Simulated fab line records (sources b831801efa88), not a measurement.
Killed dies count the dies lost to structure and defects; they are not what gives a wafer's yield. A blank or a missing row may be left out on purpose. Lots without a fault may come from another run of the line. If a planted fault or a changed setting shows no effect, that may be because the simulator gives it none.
Which tool is to blame? -- flow sfq_line -- 42 wafers from 14 lots sampled at 6 of the route's 325 steps

## WHAT EACH GAUGE READ, for each wafer
SFQ_M1_RS_MEAS_909: uses a four-point probe to measure.
lot,measured,on,M1_NB_RS (ohm/sq)
L784,day 10 06:30,film_metro-02,0.872 0.899 0.908
L786,day 10 19:41,film_metro-03,0.888 0.902 0.893
L787,day 11 00:29,film_metro-01,0.908 0.900 0.915
L788,day 11 04:16,film_metro-03,0.882 0.895 0.891
L789,day 11 09:38,film_metro-01,0.890 0.905 0.900
L790,day 11 19:26,film_metro-03,0.894 0.877 0.892
L791,day 12 07:19,film_metro-02,0.885 0.893 0.891
L792,day 12 21:32,film_metro-01,0.888 0.892 0.888
L793,day 13 03:29,film_metro-01,0.900 0.904 0.910
L796,day 14 02:29,film_metro-03,0.873 0.887 0.875
L802,day 15 16:41,film_metro-01,0.731 0.739 0.730 0.731 0.738 0.731
L803,day 15 23:53,film_metro-02,0.751 0.735 0.732 0.753 0.736 0.733
L805,day 16 13:41,film_metro-01,0.899 0.898 0.894
L806,day 16 20:57,film_metro-03,0.907 0.887 0.897

SFQ_M7_OVL_MEAS_945.
lot,measured,on,M7_OVL (nm)
L784,day 65 01:53,overlay-01,8 8 9
L786,day 65 14:14,overlay-01,3 2 7
L787,day 65 19:59,overlay-01,0 7 -4
L788,day 66 17:35,overlay-01,7 6 2
L789,day 66 18:47,overlay-01,0 -1 3
L790,day 67 03:11,overlay-01,-10 8 2
L791,day 67 05:59,overlay-01,5 8 9
L792,day 67 13:12,overlay-02,-1 5 0
L793,day 67 14:23,overlay-02,1 -6 -1
L796,day 68 13:12,overlay-02,-3 -2 -2
L802,day 69 16:05,overlay-01,12 10 6
L803,day 70 06:17,overlay-02,7 10 10
L805,day 70 13:29,overlay-02,9 8 4
L806,day 70 14:42,overlay-01,0 -2 -7

## WHICH TOOL RAN EACH LOT (tool, then ch and the chambers of the sampled wafers, then the start)
lot,SFQ_TRILAYER_M1_DEP_SPUTTER_037,SFQ_TRILAYER_M1_ETCH_METAL_ETCH_042,SFQ_TRILAYER_I4_VIA_BARC_OPEN_VIA_ETCH_146,SFQ_TRILAYER_JJ_CE_BARC_OPEN_RIE_150
L784,"pvd_sputter-06, day 10 06:23","rie_metal-03 ch 0,1, day 13 01:18","rie_diel-04 ch 1,2, day 39 19:37","rie_metal-03 ch 0,1, day 41 07:03"
L786,"pvd_sputter-04, day 10 19:35","rie_metal-04 ch 0,1, day 13 14:30","rie_diel-01 ch 0,3, day 40 01:37","rie_metal-03 ch 1, day 41 13:03"
L787,"pvd_sputter-04, day 11 00:23","rie_metal-04 ch 0,1, day 13 18:06","rie_diel-01 ch 0,2,3, day 40 09:49","rie_metal-03 ch 0,1, day 41 21:15"
L788,"pvd_sputter-04, day 11 04:10","rie_metal-02 ch 0, day 13 21:42","rie_diel-01 ch 0,2, day 40 21:49","rie_metal-02 ch 0,1, day 42 13:11"
L789,"pvd_sputter-04, day 11 09:32","rie_metal-02 ch 0,1, day 14 03:42","rie_diel-04 ch 0,1,2, day 40 23:01","rie_metal-03 ch 0,1, day 42 14:03"
L790,"pvd_sputter-03, day 11 19:19","rie_metal-02 ch 0,1, day 14 14:30","rie_diel-04 ch 0,2,3, day 41 09:55","rie_metal-02 ch 0,1, day 42 23:39"
L791,"pvd_sputter-03, day 12 07:13","rie_metal-03 ch 0,1, day 15 02:35","rie_diel-02 ch 0,3, day 41 13:31","rie_metal-03 ch 0,1, day 43 04:27"
L792,"pvd_sputter-04, day 12 21:24","rie_metal-04 ch 0,1, day 15 13:20","rie_diel-01 ch 0,1,3, day 41 17:07","rie_metal-03 ch 0,1, day 43 06:53"
L793,"pvd_sputter-04, day 13 03:24","rie_metal-04 ch 0,1, day 15 18:06","rie_diel-02 ch 0,2,3, day 41 21:55","rie_metal-03 ch 0,1, day 43 10:27"
L796,"pvd_sputter-06, day 14 02:22","rie_metal-02 ch 0,1, day 16 18:06","rie_diel-01 ch 0,1, day 43 23:47","rie_metal-04 ch 0,1, day 45 05:41"
L802,"pvd_sputter-06, day 15 16:36","rie_metal-02 ch 0,1, day 18 10:27","rie_diel-04 ch 0,1,2, day 45 10:35","rie_metal-04 ch 0,1, day 46 20:07"
L803,"pvd_sputter-06, day 15 23:48","rie_metal-02 ch 0,1, day 18 17:39","rie_diel-02 ch 0,1,3, day 45 21:23","rie_metal-02 ch 0,1, day 47 03:19"
L805,"pvd_sputter-04, day 16 13:36","rie_metal-03 ch 1, day 19 03:03","rie_diel-02 ch 0,2,3, day 46 12:32","rie_metal-03 ch 0, day 47 16:31"
L806,"pvd_sputter-03, day 16 20:48","rie_metal-04 ch 0,1, day 19 12:47","rie_diel-01 ch 1,2, day 46 14:56","rie_metal-04 ch 0,1, day 47 20:09"
- SFQ_TRILAYER_M1_DEP_SPUTTER_037: material Nb, target thk 200 nm, time 133.3 s.
- SFQ_TRILAYER_M1_ETCH_METAL_ETCH_042: etches Nb in Cl2/Ar, stops on SiO2, target depth 240 nm, time 120 s.
- SFQ_TRILAYER_I4_VIA_BARC_OPEN_VIA_ETCH_146: etches BARC in O2, target depth 125 nm, time 41.7 s.
- SFQ_TRILAYER_JJ_CE_BARC_OPEN_RIE_150: chemistry O2, target BARC, target depth 240 nm, time 80 s.

## AS READ BY THE TOOLS THEMSELVES (means over the sampled wafers that have a number; for cases with no such wafer, the mark the record gives instead)
SFQ_TRILAYER_M1_DEP_SPUTTER_037.
lot,tool,cathode_dc_power_W (W),chamber_pressure_pa (Pa),resputter_cathode_voltage_v (V),throttle_valve_pct (%)
L784,pvd_sputter-06,2000.1,0.13319,402,29.7
L786,pvd_sputter-04,2000.1,0.13381,400,30.0
L787,pvd_sputter-04,1999.6,0.13345,404,30.8
L788,pvd_sputter-04,1999.7,0.13307,397,29.1
L789,pvd_sputter-04,1999.7,0.13308,402,30.1
L790,pvd_sputter-03,1999.9,0.13358,394,29.9
L791,pvd_sputter-03,2000.5,0.13323,400,29.7
L792,pvd_sputter-04,2000.0,0.13299,402,29.3
L793,pvd_sputter-04,2000.2,0.13325,397,31.0
L796,pvd_sputter-06,1999.7,0.13354,402,29.8
L802,pvd_sputter-06,2402.8,0.13325,401,29.6
L803,pvd_sputter-06,2403.3,0.13302,400,30.4
L805,pvd_sputter-04,2000.0,0.13294,400,29.3
L806,pvd_sputter-03,1999.8,0.13310,400,29.6

SFQ_TRILAYER_M1_ETCH_METAL_ETCH_042.
lot,tool,bias_w (W),drypump_motor_current_A (A),oes_product_au (a.u.)
L784,rie_metal-03,80.20,5.2,0.895
L786,rie_metal-04,80.03,5.9,0.888
L787,rie_metal-04,79.99,5.9,0.879
L788,rie_metal-02,80.15,6.3,0.896
L789,rie_metal-02,80.05,5.8,0.888
L790,rie_metal-02,80.03,6.1,0.897
L791,rie_metal-03,79.96,5.3,0.896
L792,rie_metal-04,80.05,6.0,0.898
L793,rie_metal-04,79.96,5.9,0.884
L796,rie_metal-02,80.18,5.8,0.898
L802,rie_metal-02,79.99,6.1,0.994
L803,rie_metal-02,79.96,6.1,0.992
L805,rie_metal-03,79.72,5.3,0.887
L806,rie_metal-04,79.95,5.9,0.892

SFQ_TRILAYER_I4_VIA_BARC_OPEN_VIA_ETCH_146.
lot,tool,bias_w (W),drypump_motor_current_A (A),oes_product_au (a.u.)
L784,rie_diel-04,80.04,5.8,0.688
L786,rie_diel-01,80.24,5.5,0.686
L787,rie_diel-01,80.02,5.6,0.686
L788,rie_diel-01,80.10,5.6,0.678
L789,rie_diel-04,79.79,5.8,0.685
L790,rie_diel-04,79.82,5.8,0.688
L791,rie_diel-02,79.98,5.9,0.689
L792,rie_diel-01,79.92,5.5,0.685
L793,rie_diel-02,80.05,6.0,0.687
L796,rie_diel-01,80.29,5.2,0.680
L802,rie_diel-04,79.97,5.8,0.682
L803,rie_diel-02,80.03,6.0,0.681
L805,rie_diel-02,79.92,6.0,0.681
L806,rie_diel-01,80.05,6.0,0.686

SFQ_TRILAYER_JJ_CE_BARC_OPEN_RIE_150.
lot,tool,bias_w (W),drypump_motor_current_A (A),oes_product_au (a.u.)
L784,rie_metal-03,80.27,5.2,0.540
L786,rie_metal-03,80.30,5.3,0.534
L787,rie_metal-03,79.89,5.2,0.539
L788,rie_metal-02,79.90,6.1,0.536
L789,rie_metal-03,79.77,5.2,0.537
L790,rie_metal-02,79.86,5.8,0.537
L791,rie_metal-03,79.98,5.2,0.538
L792,rie_metal-03,80.12,5.2,0.541
L793,rie_metal-03,79.87,5.2,0.534
L796,rie_metal-04,79.99,5.9,0.536
L802,rie_metal-04,79.94,5.9,0.537
L803,rie_metal-02,79.94,5.9,0.539
L805,rie_metal-03,80.08,5.1,0.541
L806,rie_metal-04,80.03,5.9,0.536

## THE ANSWER, worked out from the rows above alone
Rule: what is usual is taken from the lots themselves. Put in order of their means at a reading, lots are off if they are a third of the lots or fewer, leave a main group of 4 or more, and stand apart from it by a gap of 3 or more times the standard deviation of the main group's means; of several such gaps the widest counts. Not used: any main group whose means are identical at the precision the tables above print for the reading. A lot without any number at a reading at which 4 lots or more have one is off too. The other lots that the step has rows for count as sound. First the gauges in route order, then the tools' own readings, where a lot's mean is used as printed above. The first step at which some lot is off is used, and at that step the reading that is off furthest; a lot without a number counts as furthest.
Off: L802, L803, seen at SFQ_M1_RS_MEAS_909 (M1_NB_RS). The main group: mean 0.894 ohm/sq, standard deviation 0.0076.
If a tool, at a process step before that reading, ran all the lots that are off and no sound lot after the first of them, it fits. The gauges at SFQ_M1_RS_MEAS_909 aren't tried: what is off there is off at SFQ_TRILAYER_M1_DEP_SPUTTER_037 too, on other tools, and a gauge's error can't cause that. One fits: pvd_sputter-06 at SFQ_TRILAYER_M1_DEP_SPUTTER_037. Its last sound lot is L796 (day 14 02:22), its first lot that is off L802 (day 15 16:36): a fault that began between those two fits.
On the lots that are off, the tool's own readings at SFQ_TRILAYER_M1_DEP_SPUTTER_037 differ by more than 5 times the standard deviation of the sound lots' means, which bears it out; cathode_dc_power_W reads 2403.1 W there versus 1999.9 W on the sound lots.

## WHAT WAS PUT IN BY THE SIMULATOR
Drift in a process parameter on pvd_sputter-06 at SFQ_TRILAYER_M1_DEP_SPUTTER_037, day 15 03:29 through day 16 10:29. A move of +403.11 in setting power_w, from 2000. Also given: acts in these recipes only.
Struck lots among those shown: L802, L803. The rule given above showed the same thing.
